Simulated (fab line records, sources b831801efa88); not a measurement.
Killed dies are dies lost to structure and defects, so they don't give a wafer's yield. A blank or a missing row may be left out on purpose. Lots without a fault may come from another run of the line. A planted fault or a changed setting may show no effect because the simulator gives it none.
Which tool did it? | flow sky130 | 6 lots, 18 wafers sampled, at 3 steps of a route of 708

WHAT THE GAUGES READ, wafer by wafer
SKY_METAL1_CD_MEAS_15: target cd 140 nm.
lot  | measured     | on        | cd_nm (nm)
L282 | day 33 00:49 | cd_sem-01 | 140.9 141.2 139.7
L284 | day 34 11:19 | cd_sem-01 | 139.0 139.7 139.4
L291 | day 36 15:05 | cd_sem-01 | 138.3 139.7 140.0
L297 | day 37 23:55 | cd_sem-02 | 139.8 140.9 139.6
L300 | day 38 17:15 | cd_sem-01 | 140.1 140.1 139.2
L303 | day 40 04:26 | cd_sem-02 | 140.1 141.1 140.4

WHICH TOOL RAN EACH LOT (tool, then ch and the chambers of the sampled wafers, then the start)
lot  | SKY_LDD_LDN_IMPLANT_10          | SKY_CONTACT_ETCH_16
L282 | implanter-04 ch 0, day 23 03:49 | rie_diel-04 ch 0,1,2, day 31 20:00
L284 | implanter-03 ch 0, day 24 20:01 | rie_diel-04 ch 0,2,3, day 33 06:33
L291 | implanter-04 ch 0, day 27 03:39 | rie_diel-04 ch 1,3, day 35 10:33
L297 | implanter-03 ch 0, day 28 12:42 | rie_diel-03 ch 0,2,3, day 36 20:03
L300 | implanter-04 ch 0, day 29 12:02 | rie_diel-03 ch 0,2, day 37 14:03
L303 | implanter-03 ch 0, day 31 00:19 | rie_diel-01 ch 2,3, day 39 02:36
- SKY_LDD_LDN_IMPLANT_10
- SKY_CONTACT_ETCH_16: etches BARC in N2/H2, stops on SiO2, time 45.9 s, target depth 60 nm.

THE ANSWER, worked out from the rows above alone
Rule: what is usual is taken from the lots themselves. Put in order of their means at a reading, lots are off if they are a third of the lots or fewer, leave a main group of 4 or more, and stand apart from it by a gap of 3 or more times the standard deviation of the main group's means; of several such gaps the widest counts. A main group whose means are all the same, to the digits that the tables above print for the reading, isn't used. A lot without any number at a reading at which 4 lots or more have one is off too. The other lots that the step has rows for count as sound.
No lot is off at any reading shown: from this, nothing can be told.

WHAT THE SIMULATOR HAD PUT IN
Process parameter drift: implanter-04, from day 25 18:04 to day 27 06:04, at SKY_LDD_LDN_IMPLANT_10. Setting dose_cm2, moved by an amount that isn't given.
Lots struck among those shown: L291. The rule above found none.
